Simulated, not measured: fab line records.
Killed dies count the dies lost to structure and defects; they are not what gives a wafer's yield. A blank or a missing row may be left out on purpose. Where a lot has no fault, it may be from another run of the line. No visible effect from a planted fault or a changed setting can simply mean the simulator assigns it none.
fab line records -- flow gf180mcu
record: lots: 11, wafers: 33, last_day: 34
route steps=602 shown HV_LDD@184 PSD@257 SALICIDE@281
lots untouched by any fault: they come from a run of this same line in which no faults occurred
start_h: hours from the record's opening day to when the first of the lot's shown wafers began -- wait_h: hours from the lot's prior step to this one -- " unchanged from the row above -- L1.1+2: several wafers, shown together as one row -- - no value present, or no start provided -- * or withheld: withheld -- < > ~ a bound
route shown NAME@n: names a module that has steps shown in the file, with the first one's number in the route -- usual: mean/standard deviation taken from wafers without a fault -- same: alike in all rows -- chamber/n: place in a boat -- sites: each site's reading -- _std_site: the values' standard deviation -- _edge_site: inner sites' mean taken away from outer sites' mean -- radius_mm: for every site, how far away it sits from the centre of the wafer -- mask NAME#n: copy n -- behind: the most recent tool/chamber to have shaped the wafer -- hold: why the lot went on hold/how many hours it stayed there/how the hold came to an end -- device: transistor that didn't switch, given as n, p or np -- end of line: at the end of the route, the tests of the same wafers -- a step with no rows: only its recipe -- killed: at the first sort, the dies lost to defects and structure; wafer yield is something else -- map: shows each die of a wafer: x if killed, . if not, _ if none is there
set.NAME: the setting as run; set.NAME@STEP: as run at that earlier step -- model.NAME: the simulator's own value behind a step, which no gauge read
route steps across a sampled set of lots; one table per step, one row per wafer
services: from which hour (start_h, from the record's first day; less than 0 if before it) a tool's chamber was out of use, for how many hours, and why
== steps ==
step: GF_HV_LDD_OVL_MEAS_08
usual: HV_LDD_OVL: 0.1/1.3
lot.wafer,tool,chamber,start_h,wait_h,HV_LDD_OVL[nm]
L130.2,overlay-01,-,216.48,0.1,-0.3
L130.3,overlay-01,-,216.48,0.1,-0.4
L130.5,overlay-01,-,216.48,0.1,-1.4
L131.1,overlay-01,-,220.03,0.1,-0.9
L131.3,overlay-01,-,220.03,0.1,-0.7
L131.5,overlay-01,-,220.03,0.1,-2.3
L133.1,overlay-01,-,237.05,0.1,0.2
L133.2,overlay-01,-,237.05,0.1,1.2
L133.4,overlay-01,-,237.05,0.1,1.1
L134.3,overlay-02,-,245.17,0.1,-2.5
L134.4,overlay-02,-,245.17,0.1,-1.7
L134.5,overlay-02,-,245.17,0.1,-0.8
L136.1,overlay-02,-,260.00,0.1,0.7
L136.3,overlay-02,-,260.00,0.1,0.7
L136.4,overlay-02,-,260.00,0.1,0.7
L137.2,overlay-02,-,266.40,0.1,-0.7
L137.4,overlay-02,-,266.40,0.1,-0.6
L137.5,overlay-02,-,266.40,0.1,-1.4
L143.3,overlay-02,-,309.73,0.1,-0.2
L143.5,overlay-02,-,309.73,0.1,-1.5
L143.6,overlay-02,-,309.73,0.1,-2.0
L144.1,overlay-02,-,324.77,0.1,-0.2
L144.4,overlay-02,-,324.77,0.1,-0.4
L144.5,overlay-02,-,324.77,0.1,-1.1
L146.3,overlay-01,-,339.53,0.1,1.2
L146.5,overlay-01,-,339.53,0.1,1.1
L146.6,overlay-01,-,339.53,0.1,0.7
L151.1,overlay-01,-,371.32,0.1,1.3
L151.3,overlay-01,-,371.32,0.1,-0.6
L151.6,overlay-01,-,371.32,0.1,0.9
L153.4,overlay-01,-,387.64,0.1,2.2
L153.5,overlay-01,-,387.64,0.1,1.8
L153.6,overlay-01,-,387.64,0.1,4.0
step: GF_HV_LDD_RS_MEAS_53
recipe: thk_meas_gauge: four-point-probe
usual: HV_LDD_RS: 418.5/0.93
lot.wafer,tool,chamber,start_h,wait_h,HV_LDD_RS[ohm/sq]
L130.2,film_metro-03,-,272.74,0.1,419.0
L130.3,film_metro-03,-,272.74,0.1,418.1
L130.5,film_metro-03,-,272.74,0.1,418.8
L131.1,film_metro-01,-,277.74,0.1,418.7
L131.3,film_metro-01,-,277.74,0.1,418.6
L131.5,film_metro-01,-,277.74,0.1,417.9
L133.1,film_metro-01,-,297.22,0.1,418.9
L133.2,film_metro-01,-,297.22,0.1,419.9
L133.4,film_metro-01,-,297.22,0.1,418.5
L134.3,film_metro-01,-,305.22,0.1,417.9
L134.4,film_metro-01,-,305.22,0.1,417.5
L134.5,film_metro-01,-,305.22,0.1,417.3
L136.1,film_metro-02,-,321.74,0.1,417.9
L136.3,film_metro-02,-,321.74,0.1,418.2
L136.4,film_metro-02,-,321.74,0.1,417.8
L137.2,film_metro-01,-,329.88,0.1,418.2
L137.4,film_metro-01,-,329.88,0.1,419.1
L137.5,film_metro-01,-,329.88,0.1,418.7
L143.3,film_metro-03,-,377.50,0.1,419.3
L143.5,film_metro-03,-,377.50,0.1,418.2
L143.6,film_metro-03,-,377.50,0.1,418.6
L144.1,film_metro-03,-,392.41,0.1,418.7
L144.4,film_metro-03,-,392.41,0.1,419.7
L144.5,film_metro-03,-,392.41,0.1,419.3
L146.3,film_metro-02,-,409.87,0.1,417.7
L146.5,film_metro-02,-,409.87,0.1,418.3
L146.6,film_metro-02,-,409.87,0.1,416.6
L151.1,film_metro-01,-,441.53,0.1,420.1
L151.3,film_metro-01,-,441.53,0.1,419.7
L151.6,film_metro-01,-,441.53,0.1,420.7
L153.4,film_metro-03,-,461.64,0.1,418.0
L153.5,film_metro-03,-,461.64,0.1,418.2
L153.6,film_metro-03,-,461.64,0.1,419.0
step: GF_PSD_IMPLANT_09
recipe: species: BF2, energy_kev: 40, dose_cm2: 1.5e+15, tilt_deg: 7
usual: beam_energy_keV: 39.998/0.014, dose_ions_cm2: 1.4994e+15/1.4e+12, end_station_pressure_torr: 1.17e-05/5.6e-07, faraday_current_uA: 8237/160, tilt_deg: 7.002/0.021
same: implant_ion_amu: 49
lot.wafer,tool,chamber,start_h,wait_h,beam_energy_keV,dose_ions_cm2,end_station_pressure_torr,faraday_current_uA,tilt_deg
L130.2,implanter-03,0,315.84,0.0,39.999,1.4983e+15,1.14e-05,8202,6.978
L130.3,implanter-03,0,315.84,0.0,40.003,1.5009e+15,1.09e-05,8078,6.982
L130.5,implanter-03,0,315.84,0.0,39.984,1.499e+15,1.16e-05,8194,7.016
L131.1,implanter-04,0,321.71,0.0,39.988,1.4999e+15,1.14e-05,8424,6.987
L131.3,implanter-04,0,321.71,0.0,39.979,1.4998e+15,1.11e-05,8087,6.954
L131.5,implanter-04,0,321.71,0.0,39.991,1.5e+15,1.05e-05,8038,6.993
L133.1,implanter-03,0,342.39,0.0,39.980,1.4983e+15,1.14e-05,8382,7.021
L133.2,implanter-03,0,342.39,0.0,39.992,1.4991e+15,1.17e-05,8418,6.983
L133.4,implanter-03,0,342.39,0.0,40.007,1.4986e+15,1.25e-05,8426,7.014
L134.3,implanter-04,0,350.86,0.1,39.987,1.4993e+15,1.15e-05,7966,6.987
L134.4,implanter-04,0,350.86,0.1,40.005,1.4983e+15,1.18e-05,8227,7.044
L134.5,implanter-04,0,350.86,0.1,39.992,1.4976e+15,1.3e-05,8131,6.988
L136.1,implanter-03,0,369.52,0.0,39.998,1.4994e+15,1.16e-05,8139,7.024
L136.3,implanter-03,0,369.52,0.0,39.991,1.4989e+15,1.19e-05,8320,7.008
L136.4,implanter-03,0,369.52,0.0,39.991,1.4988e+15,1.15e-05,8306,7.021
L137.2,implanter-03,0,376.94,0.0,39.989,1.501e+15,1.1e-05,8298,7.015
L137.4,implanter-03,0,376.94,0.0,40.010,1.4998e+15,1.29e-05,7978,7.013
L137.5,implanter-03,0,376.94,0.0,40.004,1.4983e+15,1.15e-05,8285,7.011
L143.3,implanter-01,0,427.53,0.1,39.990,1.4993e+15,1.14e-05,8087,6.985
L143.5,implanter-01,0,427.53,0.1,40.010,1.4973e+15,1.14e-05,8104,6.947
L143.6,implanter-01,0,427.53,0.1,39.982,1.4975e+15,1.14e-05,8415,6.990
L144.1,implanter-03,0,443.12,0.0,39.984,2.1706e+15,1.43e-05,11631,6.962
L144.4,implanter-03,0,443.12,0.0,39.998,2.1679e+15,1.53e-05,11808,7.008
L144.5,implanter-03,0,443.12,0.0,40.006,2.1691e+15,1.36e-05,12132,6.982
L146.3,implanter-03,0,461.50,0.1,39.991,2.167e+15,1.49e-05,11397,7.019
L146.5,implanter-03,0,461.50,0.1,40.003,2.165e+15,1.45e-05,11608,7.012
L146.6,implanter-03,0,461.50,0.1,40.008,2.1652e+15,1.51e-05,11831,7.020
L151.1,implanter-01,0,491.47,0.0,39.991,1.5007e+15,1.18e-05,8012,7.010
L151.3,implanter-01,0,491.47,0.0,39.997,1.4996e+15,1.22e-05,8384,6.980
L151.6,implanter-01,0,491.47,0.0,40.017,1.5008e+15,1.17e-05,7855,6.997
L153.4,implanter-04,0,511.78,0.1,39.971,1.4982e+15,1.13e-05,8149,6.998
L153.5,implanter-04,0,511.78,0.1,39.988,1.4965e+15,1.18e-05,8176,7.009
L153.6,implanter-04,0,511.78,0.1,39.974,1.4991e+15,1.16e-05,8326,6.999
step: GF_PSD_STRIP_10
recipe: chemistry: O2/N2, power_w: 1400, pressure_mtorr: 1500, platen_temp_c: 250, o2_flow_sccm: 3000, n2_flow_sccm: 300, overash_fraction: 0.5
usual: drypump_motor_current_A: 5.8/0.34, heater_power_w: 349/34, oes_product_au: 0.593/0.0041, strip_time_to_endpoint_s: 16.56/0.033
lot.wafer,tool,chamber,start_h,wait_h,drypump_motor_current_A,heater_power_w,oes_product_au,rf_hours_counter_h,strip_time_to_endpoint_s
L130.2,plasma_asher-03,1,315.97,0.1,5.3,361,0.599,49,16.57
L130.3,plasma_asher-03,1,315.97,0.1,5.3,372,0.596,-,16.52
L130.5,plasma_asher-03,0,315.97,0.1,5.9,353,0.589,-,16.53
L131.1,plasma_asher-01,1,321.86,0.1,6.1,400,0.595,23,16.54
L131.3,plasma_asher-01,0,321.86,0.1,5.5,328,0.590,-,16.57
L131.5,plasma_asher-01,1,321.86,0.1,6.1,394,0.589,-,16.53
L133.1,plasma_asher-03,1,342.54,0.1,5.3,365,0.590,52,16.59
L133.2,plasma_asher-03,0,342.54,0.1,5.9,350,0.591,52,16.63
L133.4,plasma_asher-03,0,342.54,0.1,5.9,354,0.595,-,16.61
L134.3,plasma_asher-01,1,350.99,0.1,6.1,400,0.594,-,16.61
L134.4,plasma_asher-01,0,350.99,0.1,5.6,328,0.595,-,16.61
L134.5,plasma_asher-01,1,350.99,0.1,6.1,382,0.593,-,16.54
L136.1,plasma_asher-02,0,369.67,0.1,6.2,305,0.591,78,16.58
L136.3,plasma_asher-02,0,369.67,0.1,6.2,306,0.601,-,16.60
L136.4,plasma_asher-02,1,369.67,0.1,5.4,338,0.591,-,16.54
L137.2,plasma_asher-02,0,377.07,0.1,6.2,308,0.593,79,16.56
L137.4,plasma_asher-02,1,377.07,0.1,5.4,337,0.592,-,16.51
L137.5,plasma_asher-02,0,377.07,0.1,6.2,298,0.592,-,16.57
L143.3,plasma_asher-01,0,427.66,0.1,5.6,325,0.590,-,16.51
L143.5,plasma_asher-01,1,427.66,0.1,6.1,405,0.594,-,16.53
L143.6,plasma_asher-01,0,427.66,0.1,5.6,323,0.595,-,16.49
L144.1,plasma_asher-01,0,443.27,0.1,5.6,336,0.564,35,17.84
L144.4,plasma_asher-01,1,443.27,0.1,6.1,386,0.567,-,17.82
L144.5,plasma_asher-01,0,443.27,0.1,5.6,329,0.571,-,17.83
L146.3,plasma_asher-01,0,461.64,0.1,5.6,316,0.567,-,17.81
L146.5,plasma_asher-01,1,461.64,0.1,6.1,394,0.566,-,17.79
L146.6,plasma_asher-01,0,461.64,0.1,5.6,324,0.572,-,17.83
L151.1,plasma_asher-02,0,491.62,0.1,6.1,302,0.597,7,16.54
L151.3,plasma_asher-02,0,491.62,0.1,6.1,305,0.590,-,16.52
L151.6,plasma_asher-02,1,491.62,0.1,5.3,332,0.590,-,16.50
L153.4,plasma_asher-02,1,511.89,0.1,5.4,338,0.597,-,16.55
L153.5,plasma_asher-02,0,511.89,0.1,6.2,307,0.591,-,16.51
L153.6,plasma_asher-02,1,511.89,0.1,5.3,337,0.592,-,16.56
step: GF_PSD_TW_MEAS_11
usual: PSD_TW: 3196/35
lot.wafer,tool,chamber,start_h,wait_h,PSD_TW
L130.2,film_metro-04,-,316.08,0.1,3237
L130.3,film_metro-04,-,316.08,0.1,3219
L130.5,film_metro-04,-,316.08,0.1,3228
L131.1,film_metro-04,-,321.96,0.1,3222
L131.3,film_metro-04,-,321.96,0.1,3204
L131.5,film_metro-04,-,321.96,0.1,3218
L133.1,film_metro-01,-,342.64,0.1,3162
L133.2,film_metro-01,-,342.64,0.1,3172
L133.4,film_metro-01,-,342.64,0.1,3152
L134.3,film_metro-04,-,351.08,0.1,3227
L134.4,film_metro-04,-,351.08,0.1,3225
L134.5,film_metro-04,-,351.08,0.1,3224
L136.1,film_metro-01,-,369.77,0.1,3174
L136.3,film_metro-01,-,369.77,0.1,3183
L136.4,film_metro-01,-,369.77,0.1,3179
L137.2,film_metro-01,-,377.18,0.1,3183
L137.4,film_metro-01,-,377.18,0.1,3195
L137.5,film_metro-01,-,377.18,0.1,3183
L143.3,film_metro-01,-,427.75,0.1,3164
L143.5,film_metro-01,-,427.75,0.1,3163
L143.6,film_metro-01,-,427.75,0.1,3155
L144.1,film_metro-01,-,443.37,0.1,3411
L144.4,film_metro-01,-,443.37,0.1,3404
L144.5,film_metro-01,-,443.37,0.1,3426
L146.3,film_metro-02,-,461.80,0.1,3385
L146.5,film_metro-02,-,461.80,0.1,3399
L146.6,film_metro-02,-,461.80,0.1,3400
L151.1,film_metro-04,-,491.72,0.1,3222
L151.3,film_metro-04,-,491.72,0.1,3201
L151.6,film_metro-04,-,491.72,0.1,3217
L153.4,film_metro-02,-,511.99,0.1,3162
L153.5,film_metro-02,-,511.99,0.1,3168
L153.6,film_metro-02,-,511.99,0.1,3166
step: GF_PSD_RS_MEAS_15
recipe: thk_meas_gauge: four-point-probe
usual: PSD_RS: 108.63/0.3
lot.wafer,tool,chamber,start_h,wait_h,PSD_RS[ohm/sq]
L130.2,film_metro-01,-,316.40,0.1,108.67
L130.3,film_metro-01,-,316.40,0.1,108.65
L130.5,film_metro-01,-,316.40,0.1,108.74
L131.1,film_metro-01,-,322.27,0.1,109.06
L131.3,film_metro-01,-,322.27,0.1,108.99
L131.5,film_metro-01,-,322.27,0.1,108.66
L133.1,film_metro-04,-,342.96,0.1,108.75
L133.2,film_metro-04,-,342.96,0.1,108.92
L133.4,film_metro-04,-,342.96,0.1,108.83
L134.3,film_metro-01,-,351.41,0.1,108.30
L134.4,film_metro-01,-,351.41,0.1,108.63
L134.5,film_metro-01,-,351.41,0.1,108.26
L136.1,film_metro-04,-,370.08,0.1,109.46
L136.3,film_metro-04,-,370.08,0.1,109.37
L136.4,film_metro-04,-,370.08,0.1,109.39
L137.2,film_metro-01,-,377.50,0.1,108.33
L137.4,film_metro-01,-,377.50,0.1,108.28
L137.5,film_metro-01,-,377.50,0.1,108.53
L143.3,film_metro-04,-,428.09,0.1,108.90
L143.5,film_metro-04,-,428.09,0.1,108.95
L143.6,film_metro-04,-,428.09,0.1,108.86
L144.1,film_metro-04,-,443.68,0.1,102.53
L144.4,film_metro-04,-,443.68,0.1,102.40
L144.5,film_metro-04,-,443.68,0.1,102.34
L146.3,film_metro-01,-,462.13,0.1,102.39
L146.5,film_metro-01,-,462.13,0.1,102.29
L146.6,film_metro-01,-,462.13,0.1,102.24
L151.1,film_metro-02,-,492.04,0.1,108.74
L151.3,film_metro-02,-,492.04,0.1,108.48
L151.6,film_metro-02,-,492.04,0.1,108.82
L153.4,film_metro-02,-,512.33,0.1,108.19
L153.5,film_metro-02,-,512.33,0.1,108.47
L153.6,film_metro-02,-,512.33,0.1,108.36
step: GF_SALICIDE_SPUTTER_03
recipe: material: TiN, target_thk_nm: 20, power_w: 6500, time_s: 16.7, chamber_pressure_pa: 0.4
usual: throttle_valve_pct: 30.3/0.71
lot.wafer,tool,chamber,start_h,wait_h,throttle_valve_pct
L130.2,pvd_sputter-02,-,338.08,0.0,29.9
L130.3,pvd_sputter-02,-,338.08,0.0,29.9
L130.5,pvd_sputter-02,-,338.08,0.0,30.8
L131.1,pvd_sputter-03,-,343.30,0.0,29.3
L131.3,pvd_sputter-03,-,343.30,0.0,30.3
L131.5,pvd_sputter-03,-,343.30,0.0,29.3
L133.1,pvd_sputter-04,-,365.69,0.0,30.9
L133.2,pvd_sputter-04,-,365.69,0.0,30.0
L133.4,pvd_sputter-04,-,365.69,0.0,30.6
L134.3,pvd_sputter-02,-,374.19,0.0,31.2
L134.4,pvd_sputter-02,-,374.19,0.0,29.8
L134.5,pvd_sputter-02,-,374.19,0.0,31.1
L136.1,pvd_sputter-02,-,393.00,0.0,31.3
L136.3,pvd_sputter-02,-,393.00,0.0,29.8
L136.4,pvd_sputter-02,-,393.00,0.0,30.6
L137.2,pvd_sputter-04,-,400.49,0.0,30.7
L137.4,pvd_sputter-04,-,400.49,0.0,30.2
L137.5,pvd_sputter-04,-,400.49,0.0,29.8
L143.3,pvd_sputter-02,-,452.58,0.0,30.4
L143.5,pvd_sputter-02,-,452.58,0.0,29.4
L143.6,pvd_sputter-02,-,452.58,0.0,31.2
L144.1,pvd_sputter-04,-,468.64,0.0,30.1
L144.4,pvd_sputter-04,-,468.64,0.0,30.5
L144.5,pvd_sputter-04,-,468.64,0.0,30.6
L146.3,pvd_sputter-04,-,485.90,0.0,30.4
L146.5,pvd_sputter-04,-,485.90,0.0,30.6
L146.6,pvd_sputter-04,-,485.90,0.0,29.9
L151.1,pvd_sputter-03,-,516.13,0.0,30.5
L151.3,pvd_sputter-03,-,516.13,0.0,29.1
L151.6,pvd_sputter-03,-,516.13,0.0,29.4
L153.4,pvd_sputter-02,-,536.43,0.0,30.5
L153.5,pvd_sputter-02,-,536.43,0.0,29.8
L153.6,pvd_sputter-02,-,536.43,0.0,29.8
== services ==
tool,chamber,start_h,hours,kind
implanter-03,-,296.40,2.9,repair
implanter-03,-,309.98,2.2,repair
implanter-03,-,353.01,2.6,repair
implanter-01,-,355.82,1.2,repair
pvd_sputter-02,-,357.18,12.0,repair
implanter-04,-,366.75,4.0,repair
plasma_asher-02,-,374.66,0.7,repair
pvd_sputter-02,-,381.81,4.1,repair
pvd_sputter-04,-,390.00,1.6,repair
implanter-01,-,398.49,2.1,pm
implanter-03,-,411.31,1.8,repair
implanter-03,-,419.26,3.2,pm
plasma_asher-02,-,421.25,9.0,pm
implanter-01,-,444.26,6.0,pm
pvd_sputter-03,-,450.82,2.4,repair
pvd_sputter-02,-,467.37,4.0,repair
pvd_sputter-02,-,481.74,8.2,repair
pvd_sputter-04,-,494.19,2.4,repair
implanter-04,-,515.57,6.6,repair
pvd_sputter-02,1,516.28,-,consumable_replace:kit
pvd_sputter-02,1,516.28,18.0,scheduled_down
pvd_sputter-02,1,516.28,18.0,vent_cycle
implanter-01,-,528.72,5.6,pm
pvd_sputter-04,-,535.28,2.6,repair
== key ==
first_sign: step: GF_PSD_IMPLANT_09, reading: dose_ions_cm2, direction: up, sigmas: 99+, usual: 1.4994e+15, struck: 2.1675e+15
effect: step: GF_PSD_IMPLANT_09, reading: faraday_current_uA, direction: up, sigmas: 22, usual: 8237, struck: 11734
effect: step: GF_PSD_STRIP_10, reading: strip_time_to_endpoint_s, direction: up, sigmas: 38, usual: *, struck: *
effect: step: GF_PSD_TW_MEAS_11, reading: PSD_TW, direction: up, sigmas: 6, usual: 3196, struck: 3404
effect: step: GF_PSD_RS_MEAS_15, reading: PSD_RS, direction: down, sigmas: 21, usual: 108.63, struck: 102.37
met_at GF_PSD_IMPLANT_09
struck_lots L144,L146
tester_left_out L144,L146
not_acting_at GF_HV_LDD_OVL_MEAS_08,GF_HV_LDD_RS_MEAS_53,GF_SALICIDE_SPUTTER_03
onset_between 376.94 443.12
fault: kind: process_parameter_drift, tool: implanter-03, chamber: -, onset_h: 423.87, steps: GF_PSD_IMPLANT_09, channel: dose_cm2, offset: 6.6732e+14, shape: step, end_h: 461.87, acts_in: these_recipes_only, stated: 1.5e+15
tester_left_out: of these lots the tester's yield and bins aren't shown, on N5 and GAA mostly nor the transistor test; their killed dies are dies lost to structure and defects alone, not to doping, threshold or leakage, so they don't give the yield
